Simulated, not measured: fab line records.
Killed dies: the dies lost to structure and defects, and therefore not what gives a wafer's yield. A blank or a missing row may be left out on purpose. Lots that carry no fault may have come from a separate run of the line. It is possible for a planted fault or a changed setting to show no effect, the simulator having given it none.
Matching of chambers / flow sky130 / 4 sister chambers for SKY_SONOS_ONO_ETCH_15 on rie_diel-03
The step etches the open film in CHF3/O2, target depth 19.52 nm, time 7.8 s. 8 wafers are shown with their chamber, then 7 later ones without.

WAFERS PAIRED WITH THEIR CHAMBERS
wafer=L588.1; chamber=1; oes_product_au (a.u.)=0.994; throttle_valve_pct (%)=8.832
wafer=L590.1; chamber=2; oes_product_au (a.u.)=0.991; throttle_valve_pct (%)=8.801
wafer=L590.3; chamber=3; oes_product_au (a.u.)=0.995; throttle_valve_pct (%)=8.824
wafer=L593.1; chamber=0; oes_product_au (a.u.)=1.010; throttle_valve_pct (%)=8.831
wafer=L593.4; chamber=2; oes_product_au (a.u.)=0.996; throttle_valve_pct (%)=8.815
wafer=L593.6; chamber=3; oes_product_au (a.u.)=1.005; throttle_valve_pct (%)=8.829
wafer=L596.2; chamber=0; oes_product_au (a.u.)=1.023; throttle_valve_pct (%)=8.819
wafer=L596.4; chamber=1; oes_product_au (a.u.)=1.009; throttle_valve_pct (%)=8.822

WAFERS WITH NO CHAMBER GIVEN
wafer=L596.6; oes_product_au (a.u.)=1.008; throttle_valve_pct (%)=8.832
wafer=L603.2; oes_product_au (a.u.)=0.994; throttle_valve_pct (%)=8.824
wafer=L603.4; oes_product_au (a.u.)=0.997; throttle_valve_pct (%)=8.829
wafer=L603.6; oes_product_au (a.u.)=1.003; throttle_valve_pct (%)=8.821
wafer=L605.1; oes_product_au (a.u.)=1.005; throttle_valve_pct (%)=8.811
wafer=L605.2; oes_product_au (a.u.)=1.001; throttle_valve_pct (%)=8.825
wafer=L605.4; oes_product_au (a.u.)=1.003; throttle_valve_pct (%)=8.836

WHICH CHAMBER EACH WENT THROUGH
wafer=L596.6; from the rows above=can't be placed: 1 or 3 or 0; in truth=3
wafer=L603.2; from the rows above=can't be placed: 3 or 1 or 2 or 0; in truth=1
wafer=L603.4; from the rows above=can't be placed: 3 or 1 or 0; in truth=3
wafer=L603.6; from the rows above=can't be placed: 1 or 3 or 0 or 2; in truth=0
wafer=L605.1; from the rows above=can't be placed: 2 or 3 or 1 or 0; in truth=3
wafer=L605.2; from the rows above=can't be placed: 3 or 1 or 0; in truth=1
wafer=L605.4; from the rows above=can't be placed: 1 or 3 or 0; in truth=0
Correct placement for 0 of the 7. Can't be placed from these rows: 7 (the true chamber is among the candidates in 7). Wrongly placed: 0.
How it was worked out, from the rows above alone: a wafer's distance from a chamber is the root of the sum, over the readings, of the square of ((its reading less the chamber's mean) divided by the reading's scatter). If the next closest chamber is less than 2 further off than the closest, the wafer can't be placed; otherwise it belongs to the closest. Each chamber's mean is taken over the wafers shown for it. The scatter: take each reading less its chamber's mean, square it, sum over the shown wafers, divide by the number of wafers less the number of chambers, and take the root.
